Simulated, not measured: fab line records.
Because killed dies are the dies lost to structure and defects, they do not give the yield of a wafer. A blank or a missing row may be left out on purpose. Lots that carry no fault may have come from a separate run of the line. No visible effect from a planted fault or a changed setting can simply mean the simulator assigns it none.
Chamber matching	flow sky130	SKY_VIA3_CMP_02 on cmp-01 has 4 sister chambers
The step polishes SiO2. 30 wafers are shown with their chamber, then 12 later ones without.

WAFERS PAIRED WITH THEIR CHAMBERS
wafer	chamber	motorCurrentA (A)
L074.3	0	11.3
L074.4	2	10.5
L074.5	0	10.8
L075.2	0	10.8
L075.3	3	10.6
L075.5	1	12.2
L077.1	2	10.3
L077.2	1	12.1
L077.6	3	10.4
L076.4	0	10.4
L076.5	0	10.8
L076.6	1	11.9
L078.2	1	12.0
L078.3	3	10.9
L078.4	0	10.7
L080.2	3	10.6
L080.5	0	10.7
L080.6	3	10.4
L082.1	1	12.1
L082.5	3	10.8
L082.6	0	10.8
L083.2	1	12.4
L083.3	3	10.6
L083.5	0	10.7
L085.1	2	10.6
L085.2	1	11.9
L085.3	0	11.0
L087.2	3	11.1
L087.3	2	10.6
L087.4	0	10.7

SIGNATURES (means of the wafers above)
reading	chamber 0	chamber 1	chamber 2	chamber 3	scatter within a chamber
motorCurrentA	10.791	12.086	10.500	10.675	0.211
Rule: a wafer's distance from a chamber is the root of the sum, over the readings, of the square of ((its reading less the chamber's mean) divided by the reading's scatter). If the next closest chamber is less than 2 further off than the closest, the wafer can't be placed; otherwise it belongs to the closest. The scatter is the square root of a quotient: the sum, over the shown wafers, of each reading's squared deviation from its chamber's mean, divided by wafers minus chambers.

WAFERS MISSING THEIR CHAMBER
wafer	motorCurrentA (A)
L092.1	10.6
L092.5	10.3
L092.6	10.5
L090.1	11.0
L090.3	11.1
L090.6	10.9
L094.2	10.8
L094.5	11.7
L094.6	10.7
L096.3	12.7
L096.4	10.1
L096.5	12.1

WHICH CHAMBER EACH ONE RAN IN
wafer	from the rows above	in truth
L092.1	can't be placed: 3 or 2 or 0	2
L092.5	can't be placed: 2 or 3 or 0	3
L092.6	can't be placed: 2 or 3 or 0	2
L090.1	can't be placed: 0 or 3 or 2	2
L090.3	can't be placed: 0 or 3 or 2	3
L090.6	can't be placed: 0 or 3 or 2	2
L094.2	can't be placed: 0 or 3 or 2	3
L094.5	1	1
L094.6	can't be placed: 3 or 0 or 2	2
L096.3	1	1
L096.4	can't be placed: 2 or 3 or 0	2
L096.5	1	1
Correct placement for 3 of the 12. These rows do not allow placing 9 (true chamber among the candidates in 9). Wrongly placed: 0.
